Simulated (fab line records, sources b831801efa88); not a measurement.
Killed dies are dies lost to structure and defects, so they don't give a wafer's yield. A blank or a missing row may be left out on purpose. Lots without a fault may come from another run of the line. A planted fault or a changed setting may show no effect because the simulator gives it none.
A struck lot beside a sound one | flow gf180mcu | 16 steps out of a route of 602
Sound: wafers L782.2, L782.4, L782.6. Struck: wafer L789.1. (L789.3, L789.4 of the same lot were not struck and are left out.) The cause comes at the end.
At each step with rows: each side's tool, then ch and its chambers, then its first start. Under that, the readings that differ: sound wafers | struck wafers | difference of the means | sigmas: that difference in standard deviations of wafers without a fault.
alike: readings whose means differ by less than 2 such deviations, and words and numbers that are the same on both sides. not compared: withheld readings, readings that some wafer has no value for, bounds like >300 that may hide the same value, and numbers for which the record gives no deviation and whose values overlap.
The two part at a step that has a row with sigmas, a row that says differs or no value, or rows on one side only. Numbers that don't overlap but have no deviation are shown without sigmas and don't part them. A reading that every wafer of one side lacks parts them only if that side has two wafers or more.

first, 6 steps without rows for these wafers: GF_M2_HMDS_08 (prime time 60 s); GF_M2_COAT_09 (resist thk 1000 nm); GF_M2_SOFTBAKE_10 (time 60 s); GF_M2_EXPOSE_11 (exposes mask Metal2, target cd 280 nm); GF_M2_PEB_12 (peb time 90 s); GF_M2_DEVELOP_13 (develop time 60 s).
GF_M2_CD_MEAS_14: target cd 280 nm.
  sound on cd_sem-01, day 22 12:58; struck on cd_sem-01, day 24 21:33
  alike: cd_nm
GF_M2_OVL_MEAS_15:
  sound on overlay-02, day 22 13:05; struck on overlay-01, day 24 21:40
  alike: M2_OVL
GF_M2_METAL_ETCH_16: etches the open film in Cl2/BCl3, stops on SiO2, target depth 627.5 nm, time 104.6 s.
  sound on rie_metal-02 ch 1, day 22 13:08; struck on rie_metal-04 ch 0, day 24 21:43
  reading                     | sound       | struck | difference                   | sigmas
  drypump_motor_current_A (A) | 5.3 5.3 5.3 | 6.2    | +0.9                         | +2
  rf_hours_counter_h (h)      | - - -       | 2      | no value on the sound wafers |
  alike: oes_product_au, throttle_valve_pct
GF_M2_STRIP_17: strips in O2/N2.
  sound on plasma_asher-03 ch 0, day 22 13:20; struck on plasma_asher-02 ch 0, day 24 21:49
  reading                      | sound             | struck | difference | sigmas
  oes_product_au (a.u.)        | 0.549 0.557 0.547 | 0.564  | +0.013     | +2
  strip_time_to_endpoint_s (s) | 7.84 7.80 7.85    | 8.00   | +0.17      | +3
  alike: drypump_motor_current_A, heater_power_w
  not compared: rf_hours_counter_h
then, 2 steps without rows for these wafers: GF_M2_STRIP_18 (strips in post etch residue remover, time 1200 s); GF_M2_CLEAN_19 (cleans in DIW).
GF_V2_CVD_00: deposits SiO2, target thk 600 nm, time 100 s.
  sound on hdpcvd-01 ch 0,1,2, day 22 13:54; struck on hdpcvd-01 ch 0, day 24 22:21
  alike: sih4_flow_sccm
GF_V2_THK_MEAS_01:
  sound on film_metro-01, day 22 13:59; struck on film_metro-03, day 24 22:25
  reading            | sound       | struck | difference | sigmas
  V2_CVD_00_THK (nm) | 600 589 590 | 515    | -78        | -10
GF_V2_CVD_02: deposits SiO2 from TEOS, target thk 850 nm, time 94.851 s.
  sound on pecvd-01 ch 0,1, day 22 14:02; struck on pecvd-01 ch 2, day 24 22:29
  alike: heater_power_w
  not compared: since_wet_clean_h
then, 1 step without rows for these wafers: GF_PASSIVATION_PROBE_99.

WHERE THEY PART
First at GF_M2_METAL_ETCH_16; last, within this record, at GF_V2_THK_MEAS_01. Later steps at which nothing parts them and some readings are alike: GF_V2_CVD_02.

WHY: what the simulator had put in
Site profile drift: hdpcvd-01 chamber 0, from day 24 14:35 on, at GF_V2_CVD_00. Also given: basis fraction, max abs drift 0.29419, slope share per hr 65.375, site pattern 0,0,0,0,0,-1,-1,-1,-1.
